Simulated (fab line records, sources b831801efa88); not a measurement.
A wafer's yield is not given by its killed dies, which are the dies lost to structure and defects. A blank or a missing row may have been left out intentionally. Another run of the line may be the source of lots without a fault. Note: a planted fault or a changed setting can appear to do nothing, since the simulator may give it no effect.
Which of the tools did it? -- flow sfq-line -- 24 wafers from 8 lots sampled at 2 of the route's 325 steps

== WHAT EACH GAUGE READ, for each wafer ==
SFQ_R5_OVL_MEAS_935.
lot,measured,on,R5_OVL (nm)
L280,day 55 01:49,overlay-02,0 6 0
L282,day 55 22:14,overlay-02,5 -2 6
L287,day 58 13:24,overlay-02,0 -1 1
L289,day 59 05:01,overlay-02,0 -4 -7
L291,day 60 02:35,overlay-01,55 56 53
L293,day 60 09:48,overlay-02,39 49 47
L299,day 64 09:36,overlay-02,-3 -6 -11
L301,day 64 22:47,overlay-02,-5 0 -3

== WHICH TOOL RAN EACH LOT (tool, then ch and the chambers of the sampled wafers, then the start) ==
lot,SFQ_TRILAYER_R5_LITHO_EXPOSE_137
L280,"krf-scanner-01 ch 0, day 55 00:19"
L282,"krf-scanner-01 ch 0, day 55 21:19"
L287,"krf-scanner-02 ch 0, day 58 12:17"
L289,"krf-scanner-02 ch 0, day 59 04:05"
L291,"krf-scanner-02 ch 0, day 60 01:05"
L293,"krf-scanner-02 ch 0, day 60 08:41"
L299,"krf-scanner-01 ch 0, day 64 08:17"
L301,"krf-scanner-01 ch 0, day 64 21:17"
- SFQ_TRILAYER_R5_LITHO_EXPOSE_137: exposes mask R5, target cd 500 nm.

== THE ANSWER, worked out from the rows above alone ==
Rule: the usual values come from the lots themselves. The widest of any qualifying gaps counts: lots, ordered by their means at a reading, are off when they make up no more than a third of the lots, leave a main group of 4 or more, and stand apart from it by 3 or more times the standard deviation of that group's means. Not used: any main group whose means are identical at the precision the tables above print for the reading. Also off: a lot with no number at a reading for which 4 or more lots have one. Any other lot the step has rows for is counted as sound.
Off: at SFQ_R5_OVL_MEAS_935 (R5_OVL), L291, L293. The main group: mean -1 nm, standard deviation 3.3.
If a tool, at a process step before that reading, ran all the lots that are off and no sound lot after the first of them, it fits. The gauges at SFQ_R5_OVL_MEAS_935 are tried like those tools. One candidate fits, namely krf-scanner-02 at SFQ_TRILAYER_R5_LITHO_EXPOSE_137. Its last sound lot is L289 (day 59 04:05), its first lot that is off L291 (day 60 01:05): a fault that began between those two fits.

== WHAT THE SIMULATOR PUT IN ==
Scanner matching overlay: krf-scanner-02, from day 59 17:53 on, at SFQ_TRILAYER_R5_LITHO_EXPOSE_137. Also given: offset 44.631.
Shown lots that were struck: L291, L293. The rule given above showed the same thing.
